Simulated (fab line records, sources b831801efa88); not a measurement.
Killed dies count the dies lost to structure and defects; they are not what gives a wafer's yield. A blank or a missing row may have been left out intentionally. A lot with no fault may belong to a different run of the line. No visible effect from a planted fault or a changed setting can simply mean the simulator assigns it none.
Which of the tools did it? | flow gf180mcu | Sampling: 11 lots, 33 wafers, 6 of 602 route steps

== WHAT THE GAUGES SHOWED, per wafer ==
GF_VT_IMPLANT_OVL_MEAS_40. Usual: VT_IMPLANT_03_OVL typically reads 0.4 nm, with standard deviation 1.6.
lot  | measured     | on         | VT_IMPLANT_03_OVL (nm) | flag
L969 | day 7 12:59  | overlay-01 | 0.1 -1.8 -3.2          |
L970 | day 7 19:20  | overlay-02 | 0.4 -0.2 -0.9          |
L971 | day 8 01:55  | overlay-02 | 3.8 2.5 3.4            |
L972 | day 8 08:02  | overlay-01 | 1.5 2.5 1.3            |
L974 | day 8 22:09  | overlay-01 | -1.1 -0.3 1.8          |
L977 | day 9 17:44  | overlay-02 | 0.6 0.7 -0.5           |
L978 | day 10 05:02 | overlay-01 | 2.3 2.8 2.9            |
L981 | day 10 22:02 | overlay-01 | 0.2 1.1 -0.1           |
L988 | day 12 21:32 | overlay-02 | 0.4 0.0 1.0            |
L989 | day 13 03:17 | overlay-02 | 4.5 3.2 3.7            |
L992 | day 14 02:50 | overlay-01 | -1.7 0.1 -0.3          |

GF_V3_RS_MEAS_24: a four-point-probe measurement. Usual: V3_W_RS typically reads 0.329 ohm/sq, with standard deviation 0.0041.
lot  | measured     | on            | V3_W_RS (ohm/sq)  | flag
L969 | day 22 10:00 | film-metro-03 | 0.325 0.327 0.328 |
L970 | day 22 17:22 | film-metro-03 | 0.332 0.334 0.328 |
L971 | day 23 08:14 | film-metro-04 | 0.335 0.329 0.328 |
L972 | day 23 09:24 | film-metro-04 | 0.340 0.333 0.332 |
L974 | day 24 06:10 | film-metro-04 | 0.333 0.334 0.332 |
L977 | day 25 16:08 | film-metro-02 | 0.331 0.235 0.327 | OFF
L978 | day 25 17:54 | film-metro-04 | 0.234 0.332 0.236 | OFF
L981 | day 26 16:11 | film-metro-03 | 0.321 0.322 0.328 |
L988 | day 28 14:23 | film-metro-04 | 0.329 0.333 0.331 |
L989 | day 28 17:25 | film-metro-03 | 0.323 0.325 0.319 |
L992 | day 30 05:17 | film-metro-02 | 0.320 0.324 0.326 |

GF_V3_THK_MEAS_25: measures by xrf. Usual: V3_W_THK typically reads 344 nm, with standard deviation 5.
lot  | measured     | on            | V3_W_THK (nm) | flag
L969 | day 22 10:07 | film-metro-03 | 344 341 340   |
L970 | day 22 17:29 | film-metro-03 | 335 332 339   |
L971 | day 23 08:21 | film-metro-04 | 343 347 349   |
L972 | day 23 09:31 | film-metro-04 | 337 343 346   |
L974 | day 24 06:16 | film-metro-04 | 343 342 344   |
L977 | day 25 16:16 | film-metro-02 | 343 478 344   | OFF
L978 | day 25 18:00 | film-metro-04 | 483 341 480   | OFF
L981 | day 26 16:19 | film-metro-03 | 348 352 344   |
L988 | day 28 14:30 | film-metro-04 | 346 339 341   |
L989 | day 28 17:32 | film-metro-03 | 347 347 351   |
L992 | day 30 05:25 | film-metro-02 | 352 349 347   |

== WHICH TOOL RAN EACH LOT (tool, then ch and the chambers of the sampled wafers, then the start) ==
lot  | GF_HV_LDD_RTA_52                 | GF_PSD_RTA_13                    | GF_V3_CVD_23
L969 | rtp-anneal-02 ch 0, day 12 10:33 | rtp-anneal-02 ch 0, day 14 05:59 | cvd-w-02 ch 0, day 22 09:53
L970 | rtp-anneal-02 ch 0, day 12 16:05 | rtp-anneal-01 ch 0, day 14 11:44 | cvd-w-02 ch 0,1, day 22 17:14
L971 | rtp-anneal-01 ch 0, day 13 02:41 | rtp-anneal-01 ch 0, day 14 23:17 | cvd-w-01 ch 0,1, day 23 08:07
L972 | rtp-anneal-01 ch 0, day 13 06:16 | rtp-anneal-01 ch 0, day 15 03:00 | cvd-w-02 ch 0,1, day 23 09:16
L974 | rtp-anneal-02 ch 0, day 13 23:36 | rtp-anneal-01 ch 0, day 15 21:48 | cvd-w-02 ch 0,1, day 24 06:04
L977 | rtp-anneal-02 ch 0, day 15 01:59 | rtp-anneal-01 ch 0, day 17 03:30 | cvd-w-02 ch 0,1, day 25 16:01
L978 | rtp-anneal-01 ch 0, day 15 13:10 | rtp-anneal-02 ch 0, day 17 13:02 | cvd-w-02 ch 0,1, day 25 17:47
L981 | rtp-anneal-01 ch 0, day 16 09:59 | rtp-anneal-02 ch 0, day 18 10:46 | cvd-w-01 ch 0,1, day 26 16:04
L988 | rtp-anneal-02 ch 0, day 18 18:00 | rtp-anneal-02 ch 0, day 20 21:57 | cvd-w-02 ch 0,1, day 28 14:16
L989 | rtp-anneal-01 ch 0, day 18 22:38 | rtp-anneal-02 ch 0, day 21 02:21 | cvd-w-01 ch 0,1, day 28 17:18
L992 | rtp-anneal-01 ch 0, day 20 07:57 | rtp-anneal-02 ch 0, day 22 10:19 | cvd-w-01 ch 0,1, day 30 05:11
- GF_HV_LDD_RTA_52: time 10 s.
- GF_PSD_RTA_13: time 20 s.
- GF_V3_CVD_23: deposits W, target thk 350 nm, time 104.9 s.

== WHAT THE TOOLS THEMSELVES READ (means of the sampled wafers that have a number; where no wafer has one, the mark that the record gives instead) ==
GF_HV_LDD_RTA_52. Usual: lamp-power-pct 34.1 %, standard deviation 1.3; wafer_temp_C_max 1005.7, standard deviation 1.1.
lot  | tool          | lamp-power-pct (%) | wafer_temp_C_max | flag
L969 | rtp-anneal-02 | 35.7               | 1006.0           |
L970 | rtp-anneal-02 | 35.7               | 1006.2           |
L971 | rtp-anneal-01 | 33.1               | 1005.0           |
L972 | rtp-anneal-01 | 33.1               | 1005.1           |
L974 | rtp-anneal-02 | 35.7               | 1006.4           |
L977 | rtp-anneal-02 | 35.7               | 1005.9           |
L978 | rtp-anneal-01 | 33.1               | 1004.6           |
L981 | rtp-anneal-01 | 33.1               | 1006.4           |
L988 | rtp-anneal-02 | 35.7               | 1006.0           |
L989 | rtp-anneal-01 | 33.1               | 1005.5           |
L992 | rtp-anneal-01 | 33.1               | 1005.9           |

GF_PSD_RTA_13. Usual: lamp-power-pct 35.8 %, standard deviation 1.4; wafer_temp_C_max 1031.2, standard deviation 1.1.
lot  | tool          | lamp-power-pct (%) | wafer_temp_C_max | flag
L969 | rtp-anneal-02 | 37.0               | 1031.7           |
L970 | rtp-anneal-01 | 34.3               | 1031.3           |
L971 | rtp-anneal-01 | 34.3               | 1030.2           |
L972 | rtp-anneal-01 | 34.3               | 1030.4           |
L974 | rtp-anneal-01 | 34.3               | 1030.3           |
L977 | rtp-anneal-01 | 34.3               | 1030.8           |
L978 | rtp-anneal-02 | 37.0               | 1031.5           |
L981 | rtp-anneal-02 | 37.1               | 1031.4           |
L988 | rtp-anneal-02 | 37.0               | 1031.3           |
L989 | rtp-anneal-02 | 37.1               | 1031.3           |
L992 | rtp-anneal-02 | 37.0               | 1030.4           |

GF_V3_CVD_23. Usual: heater-power-w 852 W, standard deviation 73; susceptor-temp-C 400.02 C, standard deviation 0.23.
lot  | tool     | heater-power-w (W) | susceptor-temp-C (C) | flag
L969 | cvd-w-02 | 846                | 399.91               |
L970 | cvd-w-02 | 849                | 400.12               |
L971 | cvd-w-01 | 894                | 399.98               |
L972 | cvd-w-02 | 854                | 400.09               |
L974 | cvd-w-02 | 834                | 400.23               |
L977 | cvd-w-02 | 845                | 399.94               |
L978 | cvd-w-02 | 843                | 400.05               |
L981 | cvd-w-01 | 899                | 399.85               |
L988 | cvd-w-02 | 852                | 400.20               |
L989 | cvd-w-01 | 893                | 400.18               |
L992 | cvd-w-01 | 900                | 399.97               |

== THE ANSWER, worked out from the rows above alone ==
Rule: a lot counts as off when the mean over its wafers that have a number is more than 3 standard deviations away from the usual mean. A lot without any number at a reading at which 4 lots or more have one is off too. All remaining lots with rows at the step are treated as sound. After the gauges, taken in route order, come the tools' own readings; for these a lot's mean is taken, as printed above. The first step at which some lot is off is used, and at that step the reading that is off furthest; a lot without a number counts as furthest.
Off: L977, L978, at GF_V3_RS_MEAS_24 (V3_W_RS).
A tool fits if, at a process step before that reading, it ran every lot that is off, and no sound lot after the first of them. Those tools and the gauges at GF_V3_RS_MEAS_24 are tried in the same way. No candidate that was tried fits.

== WHAT WAS PUT IN BY THE SIMULATOR ==
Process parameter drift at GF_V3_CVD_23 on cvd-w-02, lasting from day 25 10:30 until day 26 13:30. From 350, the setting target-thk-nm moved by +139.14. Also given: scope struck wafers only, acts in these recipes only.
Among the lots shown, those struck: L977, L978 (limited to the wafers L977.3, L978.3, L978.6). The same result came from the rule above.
